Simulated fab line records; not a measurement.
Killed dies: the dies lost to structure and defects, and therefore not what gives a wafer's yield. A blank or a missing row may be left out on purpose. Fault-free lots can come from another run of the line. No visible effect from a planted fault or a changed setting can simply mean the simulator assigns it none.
Which of the tools did it? :: flow gf180mcu :: 13 lots, 36 wafers sampled, at 4 steps of a route of 602

## WHAT THE GAUGES SHOWED, per wafer
GF_M2_RS_MEAS_05: a four-point-probe measurement.
lot: L972
measured: day 18 05:37
on: film-metro-03
M2_ALCU_RS (ohm/sq): 0.0704 0.0687

lot: L973
measured: day 18 14:22
on: film-metro-02
M2_ALCU_RS (ohm/sq): 0.0693 0.0692 0.0683

lot: L974
measured: day 19 02:41
on: film-metro-03
M2_ALCU_RS (ohm/sq): 0.0684 0.0705 0.0700

lot: L975
measured: day 19 07:43
on: film-metro-04
M2_ALCU_RS (ohm/sq): 0.0704 0.0703 0.0701

lot: L976
measured: day 19 16:17
on: film-metro-02
M2_ALCU_RS (ohm/sq): 0.0688 0.0681 0.0675

lot: L977
measured: day 20 02:44
on: film-metro-04
M2_ALCU_RS (ohm/sq): 0.0682 0.0691 0.0692

lot: L985
measured: day 23 01:07
on: film-metro-04
M2_ALCU_RS (ohm/sq): 0.0689 0.0688 0.0704

lot: L987
measured: day 23 16:03
on: film-metro-02
M2_ALCU_RS (ohm/sq): 0.0693 0.0684 0.0685

lot: L988
measured: day 23 19:49
on: film-metro-02
M2_ALCU_RS (ohm/sq): 0.0683 0.0686 0.0687

lot: L991
measured: day 24 23:46
on: film-metro-02
M2_ALCU_RS (ohm/sq): 0.0703 0.0703 0.0697

lot: L992
measured: day 25 08:27
on: film-metro-02
M2_ALCU_RS (ohm/sq): 0.0685 0.0693

lot: L993
measured: day 25 11:56
on: film-metro-02
M2_ALCU_RS (ohm/sq): 0.0695 0.0697 0.0700

lot: L994
measured: day 25 21:47
on: film-metro-03
M2_ALCU_RS (ohm/sq): 0.0680 0.0685

## EACH LOT AND THE TOOL THAT RAN IT (in order: tool; ch and the chambers of the sampled wafers; start)
lot: L972
GF_M1_STRIP_17: plasma-asher-03 ch 0,1, day 17 04:40
GF_V1_STRIP_18: plasma-asher-01 ch 0, day 18 04:08
GF_M2_SPUTTER_04: pvd-sputter-04, day 18 05:35

lot: L973
GF_M1_STRIP_17: plasma-asher-02 ch 0,1, day 17 12:38
GF_V1_STRIP_18: plasma-asher-02 ch 0,1, day 18 12:41
GF_M2_SPUTTER_04: pvd-sputter-01, day 18 14:19

lot: L974
GF_M1_STRIP_17: plasma-asher-02 ch 0,1, day 18 00:14
GF_V1_STRIP_18: plasma-asher-01 ch 0,1, day 19 01:14
GF_M2_SPUTTER_04: pvd-sputter-04, day 19 02:37

lot: L975
GF_M1_STRIP_17: plasma-asher-02 ch 0,1, day 18 05:01
GF_V1_STRIP_18: plasma-asher-02 ch 0,1, day 19 06:14
GF_M2_SPUTTER_04: pvd-sputter-04, day 19 07:40

lot: L976
GF_M1_STRIP_17: plasma-asher-02 ch 0,1, day 18 13:47
GF_V1_STRIP_18: plasma-asher-04 ch 0,1, day 19 14:47
GF_M2_SPUTTER_04: pvd-sputter-01, day 19 16:14

lot: L977
GF_M1_STRIP_17: plasma-asher-02 ch 0, day 18 23:35
GF_V1_STRIP_18: plasma-asher-01 ch 0,1, day 20 01:17
GF_M2_SPUTTER_04: pvd-sputter-03, day 20 02:42

lot: L985
GF_M1_STRIP_17: plasma-asher-03 ch 0,1, day 21 21:55
GF_V1_STRIP_18: plasma-asher-01 ch 0,1, day 22 23:39
GF_M2_SPUTTER_04: pvd-sputter-01, day 23 01:04

lot: L987
GF_M1_STRIP_17: plasma-asher-03 ch 0,1, day 22 13:43
GF_V1_STRIP_18: plasma-asher-04 ch 0,1, day 23 14:35
GF_M2_SPUTTER_04: pvd-sputter-01, day 23 16:01

lot: L988
GF_M1_STRIP_17: plasma-asher-04 ch 0,1, day 22 17:26
GF_V1_STRIP_18: plasma-asher-04 ch 0,1, day 23 18:11
GF_M2_SPUTTER_04: pvd-sputter-03, day 23 19:45

lot: L991
GF_M1_STRIP_17: plasma-asher-02 ch 0,1, day 23 22:50
GF_V1_STRIP_18: plasma-asher-01 ch 0, day 24 22:16
GF_M2_SPUTTER_04: pvd-sputter-01, day 24 23:44

lot: L992
GF_M1_STRIP_17: plasma-asher-03 ch 0, day 24 07:26
GF_V1_STRIP_18: plasma-asher-01 ch 0,1, day 25 06:53
GF_M2_SPUTTER_04: pvd-sputter-04, day 25 08:25

lot: L993
GF_M1_STRIP_17: plasma-asher-03 ch 0,1, day 24 11:16
GF_V1_STRIP_18: plasma-asher-02 ch 0,1, day 25 10:28
GF_M2_SPUTTER_04: pvd-sputter-03, day 25 11:51

lot: L994
GF_M1_STRIP_17: plasma-asher-04 ch 0,1, day 24 21:46
GF_V1_STRIP_18: plasma-asher-02 ch 0, day 25 20:18
GF_M2_SPUTTER_04: pvd-sputter-01, day 25 21:41
- GF_M1_STRIP_17: strips in O2/N2.
- GF_V1_STRIP_18: strips in O2/N2.
- GF_M2_SPUTTER_04: material TiN, target thk 50 nm, time 41.7 s.

## AS READ BY THE TOOLS THEMSELVES (means over the sampled wafers that have a number; for cases with no such wafer, the mark the record gives instead)
GF_M1_STRIP_17.
lot: L972
tool: plasma-asher-03
drypump-motor-current-A (A): 5.7
heater-power-w (W): 346
oes-product-au (a.u.): 0.539
strip-time-to-endpoint-s (s): 7.36

lot: L973
tool: plasma-asher-02
drypump-motor-current-A (A): 6.1
heater-power-w (W): 359
oes-product-au (a.u.): 0.541
strip-time-to-endpoint-s (s): 7.43

lot: L974
tool: plasma-asher-02
drypump-motor-current-A (A): 6.1
heater-power-w (W): 356
oes-product-au (a.u.): 0.543
strip-time-to-endpoint-s (s): 7.41

lot: L975
tool: plasma-asher-02
drypump-motor-current-A (A): 5.9
heater-power-w (W): 350
oes-product-au (a.u.): 0.538
strip-time-to-endpoint-s (s): 7.37

lot: L976
tool: plasma-asher-02
drypump-motor-current-A (A): 6.1
heater-power-w (W): 352
oes-product-au (a.u.): 0.548
strip-time-to-endpoint-s (s): 6.73

lot: L977
tool: plasma-asher-02
drypump-motor-current-A (A): 6.3
heater-power-w (W): 356
oes-product-au (a.u.): 0.547
strip-time-to-endpoint-s (s): 6.69

lot: L985
tool: plasma-asher-03
drypump-motor-current-A (A): 5.6
heater-power-w (W): 316
oes-product-au (a.u.): 0.543
strip-time-to-endpoint-s (s): 7.47

lot: L987
tool: plasma-asher-03
drypump-motor-current-A (A): 5.6
heater-power-w (W): 309
oes-product-au (a.u.): 0.533
strip-time-to-endpoint-s (s): 7.35

lot: L988
tool: plasma-asher-04
drypump-motor-current-A (A): 5.4
heater-power-w (W): 309
oes-product-au (a.u.): 0.531
strip-time-to-endpoint-s (s): 7.33

lot: L991
tool: plasma-asher-02
drypump-motor-current-A (A): 5.9
heater-power-w (W): 352
oes-product-au (a.u.): 0.542
strip-time-to-endpoint-s (s): 7.40

lot: L992
tool: plasma-asher-03
drypump-motor-current-A (A): 6.0
heater-power-w (W): 429
oes-product-au (a.u.): 0.543
strip-time-to-endpoint-s (s): 7.52

lot: L993
tool: plasma-asher-03
drypump-motor-current-A (A): 5.6
heater-power-w (W): 320
oes-product-au (a.u.): 0.538
strip-time-to-endpoint-s (s): 7.45

lot: L994
tool: plasma-asher-04
drypump-motor-current-A (A): 5.3
heater-power-w (W): 296
oes-product-au (a.u.): 0.540
strip-time-to-endpoint-s (s): 7.38

GF_V1_STRIP_18.
lot: L972
tool: plasma-asher-01
drypump-motor-current-A (A): 5.7
heater-power-w (W): 300
oes-product-au (a.u.): 0.595

lot: L973
tool: plasma-asher-02
drypump-motor-current-A (A): 6.0
heater-power-w (W): 355
oes-product-au (a.u.): 0.594

lot: L974
tool: plasma-asher-01
drypump-motor-current-A (A): 6.0
heater-power-w (W): 306
oes-product-au (a.u.): 0.591

lot: L975
tool: plasma-asher-02
drypump-motor-current-A (A): 6.0
heater-power-w (W): 354
oes-product-au (a.u.): 0.593

lot: L976
tool: plasma-asher-04
drypump-motor-current-A (A): 5.3
heater-power-w (W): 287
oes-product-au (a.u.): 0.592

lot: L977
tool: plasma-asher-01
drypump-motor-current-A (A): 6.1
heater-power-w (W): 307
oes-product-au (a.u.): 0.591

lot: L985
tool: plasma-asher-01
drypump-motor-current-A (A): 6.3
heater-power-w (W): 309
oes-product-au (a.u.): 0.595

lot: L987
tool: plasma-asher-04
drypump-motor-current-A (A): 5.3
heater-power-w (W): 292
oes-product-au (a.u.): 0.594

lot: L988
tool: plasma-asher-04
drypump-motor-current-A (A): 5.4
heater-power-w (W): 306
oes-product-au (a.u.): 0.589

lot: L991
tool: plasma-asher-01
drypump-motor-current-A (A): 5.8
heater-power-w (W): 303
oes-product-au (a.u.): 0.594

lot: L992
tool: plasma-asher-01
drypump-motor-current-A (A): 6.2
heater-power-w (W): 304
oes-product-au (a.u.): 0.589

lot: L993
tool: plasma-asher-02
drypump-motor-current-A (A): 6.1
heater-power-w (W): 354
oes-product-au (a.u.): 0.593

lot: L994
tool: plasma-asher-02
drypump-motor-current-A (A): 6.3
heater-power-w (W): 361
oes-product-au (a.u.): 0.591

GF_M2_SPUTTER_04.
lot: L972
tool: pvd-sputter-04
throttle-valve-pct (%): 30.6

lot: L973
tool: pvd-sputter-01
throttle-valve-pct (%): 29.5

lot: L974
tool: pvd-sputter-04
throttle-valve-pct (%): 30.7

lot: L975
tool: pvd-sputter-04
throttle-valve-pct (%): 29.9

lot: L976
tool: pvd-sputter-01
throttle-valve-pct (%): 29.1

lot: L977
tool: pvd-sputter-03
throttle-valve-pct (%): 29.2

lot: L985
tool: pvd-sputter-01
throttle-valve-pct (%): 29.8

lot: L987
tool: pvd-sputter-01
throttle-valve-pct (%): 31.3

lot: L988
tool: pvd-sputter-03
throttle-valve-pct (%): 29.2

lot: L991
tool: pvd-sputter-01
throttle-valve-pct (%): 30.1

lot: L992
tool: pvd-sputter-04
throttle-valve-pct (%): 31.6

lot: L993
tool: pvd-sputter-03
throttle-valve-pct (%): 30.4

lot: L994
tool: pvd-sputter-01
throttle-valve-pct (%): 27.1

## THE ANSWER, worked out from the rows above alone
Rule: usual is defined by the lots themselves. The widest of any qualifying gaps counts: lots, ordered by their means at a reading, are off when they make up no more than a third of the lots, leave a main group of 4 or more, and stand apart from it by 3 or more times the standard deviation of that group's means. Not used: any main group whose means are identical at the precision the tables above print for the reading. Also off: a lot with no number at a reading for which 4 or more lots have one. Where the step has rows for the other lots, those lots are counted as sound. The gauges are gone through in route order, then the tools' own readings, and for those a lot's mean is taken as printed above. The first step at which some lot is off is used, and at that step the reading that is off furthest; a lot without a number counts as furthest.
Off, at GF_M1_STRIP_17 on strip-time-to-endpoint-s: L976, L977. For the main group the mean is 7.41 s and the standard deviation 0.054.
If a tool, at that step or one of the process steps before it, ran each lot that is off and ran no sound lot following the first of them, it fits. Of those tried, none fits.

## WHAT THE SIMULATOR PUT IN
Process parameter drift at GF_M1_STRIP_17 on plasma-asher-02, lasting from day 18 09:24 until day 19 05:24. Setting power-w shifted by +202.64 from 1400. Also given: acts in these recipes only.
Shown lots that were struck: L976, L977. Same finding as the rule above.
